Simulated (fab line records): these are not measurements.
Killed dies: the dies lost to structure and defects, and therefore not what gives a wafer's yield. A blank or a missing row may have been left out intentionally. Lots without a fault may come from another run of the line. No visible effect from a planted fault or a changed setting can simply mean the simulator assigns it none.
Matching of chambers ; flow gf180mcu ; GF_CONTACT_CMP_27 on cmp-01: 4 sister chambers
The step polishes, stops on SiO2, t overpolish 15 s, target thk 0 nm. 17 wafers are shown with their chamber, then 8 later ones without.

== EACH WAFER AND ITS CHAMBER ==
wafer;chamber;motor-current-A (A);time-to-endpoint-s (s)
L617.2;0;11.2;68
L617.3;1;13.4;69
L617.6;0;11.4;69
L624.5;0;11.2;71
L632.2;3;10.9;72
L632.4;2;11.5;74
L632.5;2;10.9;68
L634.1;2;11.0;67
L634.2;1;13.7;67
L634.6;1;13.5;65
L635.2;1;13.8;67
L635.3;2;11.3;69
L635.4;3;10.8;72
L636.4;2;10.8;70
L636.5;1;13.6;67
L636.6;2;11.1;70
L637.3;3;11.3;72

SIGNATURES (means of the wafers above)
reading;chamber 0;chamber 1;chamber 2;chamber 3;scatter within a chamber
motor-current-A;11.267;13.600;11.100;11.000;0.216
time-to-endpoint-s;69.33;67.00;69.67;72.00;1.8
Rule: a wafer's distance from a chamber is the root of the sum, over the readings, of the square of ((its reading less the chamber's mean) divided by the reading's scatter). The wafer belongs to the nearest chamber; if the next one is less than 2 further off, it can't be placed. The scatter is the square root of a quotient: the sum, over the shown wafers, of each reading's squared deviation from its chamber's mean, divided by wafers minus chambers.

== WAFERS WHOSE CHAMBER IS MISSING ==
wafer;motor-current-A (A);time-to-endpoint-s (s)
L637.4;10.9;71
L637.5;11.0;74
L638.1;11.4;72
L638.4;11.4;73
L638.5;11.6;73
L639.2;10.7;77
L639.4;11.0;75
L639.6;10.7;74

== EACH ONE'S CHAMBER ==
wafer;from the rows above;in truth
L637.4;can't be placed: 3 or 2 or 0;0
L637.5;can't be placed: 3 or 2 or 0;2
L638.1;can't be placed: 0 or 3 or 2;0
L638.4;can't be placed: 3 or 0 or 2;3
L638.5;can't be placed: 0 or 3 or 2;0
L639.2;can't be placed: 3 or 2 or 0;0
L639.4;can't be placed: 3 or 2 or 0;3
L639.6;can't be placed: 3 or 2 or 0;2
Correctly placed: 0 of 8. From these rows, 8 cannot be placed; in 8 the true chamber is one of the candidates. Wrongly placed: 0.
